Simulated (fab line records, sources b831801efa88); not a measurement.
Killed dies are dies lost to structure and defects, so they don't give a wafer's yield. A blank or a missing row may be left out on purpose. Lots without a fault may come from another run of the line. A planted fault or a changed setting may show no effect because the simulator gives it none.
Problem report in the 8D (eight disciplines) form, filled by code | flow gf180mcu | the parts of the form that need people (team, actions taken, sign-off) are left out

1. THE PROBLEM
chamber_pressure_mTorr at GF_M2_METAL_ETCH_16 reads a mean of 9.598 mTorr on 6 wafers of 2 lots; wafers without a fault read 8.000 mTorr with a standard deviation of 0.0076. That is +99 or more standard deviations from the usual mean.
The step: etches the open film in Cl2/BCl3, stops on SiO2, target depth 750.8 nm, time 125.1 s.
First seen on wafer L279.1, day 23 23:00, on rie_metal-01. The record holds 39 wafers of 13 lots with a number at this step. Rule for "out", or "out of limits": more than 4 standard deviations from the usual mean. The other wafers with a number count as sound.

2. WHAT IT IS AND WHAT IT IS NOT
question                    | is                     | is not
which readings at this step | chamber_pressure_mTorr | drypump_motor_current_A
which lots                  | L279, L280             | L267, L268, L270, L271, L273, L274, L285, L286, L288, L289, L290
which wafers of those lots  | all that have a number | -
read on which tools         | rie_metal-01           | rie_metal-02, rie_metal-04
when                        | from day 23 23:00      | up to then (18 sound wafers); but 15 sound wafers of L285, L286, L288, L289, L290 came after

3. SUSPECTS, AND WHAT RULES EACH OUT
Counting: a tool at a process step up to the reading stays a suspect if it ran every lot that is out and no sound lot after the first of them.
- rie_metal-01 at GF_M2_METAL_ETCH_16 (etches the open film in Cl2/BCl3, stops on SiO2, target depth 750.8 nm, time 125.1 s): kept. It ran every lot that is out, first L279 (day 23 23:00), and no sound lot after that; its last sound lot up to then is L271 (day 20 22:00). Its own readings are out on those wafers: chamber_pressure_mTorr.
Left after counting: rie_metal-01 at GF_M2_METAL_ETCH_16.

4. THE CAUSE (what the simulator had put in)
Process parameter drift: rie_metal-01, from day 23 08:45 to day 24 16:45, at GF_M2_METAL_ETCH_16. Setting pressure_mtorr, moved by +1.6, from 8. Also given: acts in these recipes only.
Counting left only this tool.

5. THE CHAIN OF EFFECTS, in route order
Each row: a reading whose mean over the struck wafers that have a number lies more than 3 standard deviations from the usual. Only readings for which the record gives a usual standard deviation are gone through. hours: the time from each lot's start at the first step in this table that gives one to its start at this step, as a median over the lots. sigmas: the change in usual standard deviations.
hours | step                | reading                | usual       | on struck wafers | change | sigmas
0     | GF_M2_METAL_ETCH_16 | chamber_pressure_mTorr | 8.000 mTorr | 9.598            | +1.598 | +99 or more
The process steps in it:
- GF_M2_METAL_ETCH_16: etches the open film in Cl2/BCl3, stops on SiO2, target depth 750.8 nm, time 125.1 s.

6. WHAT WOULD HAVE CAUGHT IT SOONER
In this record the first reading out of limits was taken at day 23 23:00, 14 hours after the fault began at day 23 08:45.
